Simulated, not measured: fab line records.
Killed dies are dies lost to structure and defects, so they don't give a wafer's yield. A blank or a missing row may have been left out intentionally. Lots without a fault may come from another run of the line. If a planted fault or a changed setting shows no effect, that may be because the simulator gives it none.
Which tool was responsible?	flow sky130	13 lots with 39 wafers sampled at 5 steps, on a route of 708 steps

== WHAT THE GAUGES READ, wafer by wafer ==
SKY_FIELD_ISO_THK_MEAS_25.
lot	measured	on	FIELD_ISO_CVD_24_THK (nm)
L423	day 2 05:50	film metro-01	600 594 591
L424	day 2 12:34	film metro-01	590 593 595
L425	day 2 19:03	film metro-01	594 594 598
L427	day 3 04:59	film metro-01	590 585 594
L429	day 3 12:52	film metro-01	591 595 598
L433	day 4 10:06	film metro-03	598 604 601
L434	day 4 18:13	film metro-04	577 585 582
L435	day 4 23:59	film metro-03	593 600 589
L436	day 5 04:50	film metro-04	582 582 587
L437	day 5 08:11	film metro-03	594 599 589
L443	day 6 15:44	film metro-04	587 594 594
L444	day 6 21:20	film metro-01	591 593 591
L446	day 7 06:59	film metro-01	590 589 586

SKY_VT_ADJUST_HVTP_TW_MEAS_11.
lot	measured	on	VT_ADJUST_HVTP_TW
L423	day 5 23:21	film metro-04	1371 1368 1368
L424	day 6 06:02	film metro-02	1345 1348 1348
L425	day 6 12:32	film metro-01	1381 1375 1386
L427	day 7 03:20	film metro-01	1386 1386 1389
L429	day 7 10:11	film metro-01	1380 1385 1390
L433	day 8 16:18	film metro-04	1363 1362 1359
L434	day 9 02:11	film metro-04	1364 1357 1357
L435	day 9 08:11	film metro-02	1350 1347 1354
L436	day 9 10:39	film metro-04	1362 1363 1359
L437	day 9 16:28	film metro-01	1379 1371 1377
L443	day 11 08:37	film metro-04	1143 1148 1152 1145 1155 1149
L444	day 11 13:07	film metro-04	1155 1152 1154 1149 1156 1150
L446	day 12 02:42	film metro-04	1348 1360 1353

SKY_VT_ADJUST_NCORE_CD_MEAS_07 targets a cd of 380 nm.
lot	measured	on	cd nm (nm)
L423	day 8 09:49	cd sem-02	379.4 375.3 377.8
L424	day 8 16:02	cd sem-02	379.9 379.3 378.5
L425	day 8 22:52	cd sem-01	380.1 381.5 381.2
L427	day 9 17:20	cd sem-02	379.7 379.5 382.5
L429	day 9 23:04	cd sem-02	379.7 379.0 377.5
L433	day 11 09:14	cd sem-01	376.6 376.8 374.8
L434	day 11 20:19	cd sem-02	377.3 378.0 377.9
L435	day 12 04:38	cd sem-02	381.4 380.9 380.8
L436	day 12 07:17	cd sem-02	376.2 378.7 377.0
L437	day 12 11:26	cd sem-02	375.9 374.8 378.4
L443	day 14 10:45	cd sem-01	378.4 381.4 378.7
L444	day 14 13:43	cd sem-01	379.7 377.7 380.6
L446	day 15 05:44	cd sem-02	380.1 378.7 378.9

SKY_POLY_CUT_CD_MEAS_08 targets a cd of 270 nm.
lot	measured	on	cd nm (nm)
L423	day 24 00:56	cd sem-02	268.6 268.5 267.9
L424	day 24 08:08	cd sem-02	270.8 271.7 270.7
L425	day 24 16:38	cd sem-02	266.4 267.0 268.0
L427	day 25 11:29	cd sem-01	270.2 271.6 272.1
L429	day 25 22:53	cd sem-01	271.5 272.1 272.4
L433	day 27 16:30	cd sem-01	271.3 270.0 270.9
L434	day 28 07:49	cd sem-02	270.2 270.0 269.0
L435	day 28 10:42	cd sem-01	270.0 270.1 271.0
L436	day 28 15:41	cd sem-02	267.5 268.0 268.7
L437	day 28 18:44	cd sem-01	269.5 269.7 271.5
L443	day 31 07:46	cd sem-01	270.3 269.9 270.0
L444	day 31 13:53	cd sem-01	268.1 269.7 269.4
L446	day 31 20:18	cd sem-02	270.6 271.7 270.8

== WHAT TOOL EACH LOT RAN ON (gives the tool, then ch and the chambers of the sampled wafers, and finally the start) ==
lot	SKY_VT_ADJUST_HVTP_IMPLANT_09
L423	implanter-04 ch 0, day 5 23:09
L424	implanter-01 ch 0, day 6 05:48
L425	implanter-01 ch 0, day 6 12:17
L427	implanter-01 ch 0, day 7 03:05
L429	implanter-03 ch 0, day 7 09:56
L433	implanter-01 ch 0, day 8 16:04
L434	implanter-03 ch 0, day 9 01:56
L435	implanter-04 ch 0, day 9 07:56
L436	implanter-01 ch 0, day 9 10:25
L437	implanter-03 ch 0, day 9 16:13
L443	implanter-04 ch 0, day 11 08:23
L444	implanter-04 ch 0, day 11 12:52
L446	implanter-03 ch 0, day 12 02:28
- SKY_VT_ADJUST_HVTP_IMPLANT_09

== WHAT THE TOOLS THEMSELVES READ (means of the sampled wafers that have a number; where no wafer has one, the mark that the record gives instead) ==
SKY_VT_ADJUST_HVTP_IMPLANT_09.
lot	tool	dose ions cm2	faraday current uA
L423	implanter-04	4.3e+12	24.5
L424	implanter-01	4.3e+12	24.4
L425	implanter-01	4.3e+12	24.3
L427	implanter-01	4.3e+12	24.0
L429	implanter-03	4.3e+12	24.2
L433	implanter-01	4.3e+12	24.3
L434	implanter-03	4.3e+12	24.9
L435	implanter-04	4.3e+12	23.8
L436	implanter-01	4.3e+12	24.3
L437	implanter-03	4.3e+12	24.4
L443	implanter-04	2.6e+12	14.6
L444	implanter-04	2.6e+12	14.5
L446	implanter-03	4.3e+12	24.7

== THE ANSWER, worked out from the rows above alone ==
Rule: the usual values come from the lots themselves. The widest of any qualifying gaps counts: lots, ordered by their means at a reading, are off when they make up no more than a third of the lots, leave a main group of 4 or more, and stand apart from it by 3 or more times the standard deviation of that group's means. Not used: any main group whose means are identical at the precision the tables above print for the reading. Also off: a lot with no number at a reading for which 4 or more lots have one. The other lots that the step has rows for count as sound. Order of review: gauges by route order, followed by the tools' own readings, for which a lot's mean as printed above is used. The first step at which some lot is off is used, and at that step the reading that is off furthest; a lot without a number counts as furthest.
Off: L443, L444, at SKY_VT_ADJUST_HVTP_TW_MEAS_11 (VT_ADJUST_HVTP_TW). Mean 1366 and standard deviation 13 in the main group.
If a tool, at a process step before that reading, ran all the lots that are off and no sound lot after the first of them, it fits. Not tried: the gauges at SKY_VT_ADJUST_HVTP_TW_MEAS_11; whatever is off there is also off at SKY_VT_ADJUST_HVTP_IMPLANT_09, on other tools, and gauge error can't account for it. One fits: implanter-04 at SKY_VT_ADJUST_HVTP_IMPLANT_09. Its last sound lot is L435 (day 9 07:56), its first lot that is off L443 (day 11 08:23): a fault that began between those two fits.
The tool's own readings at SKY_VT_ADJUST_HVTP_IMPLANT_09 bear it out: on the lots that are off they differ by more than 5 times the standard deviation of the sound lots' means. dose ions cm2 reads 2.6e+12 there against 4.3e+12 on the sound lots; faraday current uA reads 14.6 there against 24.3 on the sound lots.

== WHAT THE SIMULATOR HAD PUT IN ==
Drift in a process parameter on implanter-04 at SKY_VT_ADJUST_HVTP_IMPLANT_09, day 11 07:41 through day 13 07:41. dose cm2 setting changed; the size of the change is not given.
Struck lots among those shown: L443, L444. The rule given above showed the same thing.
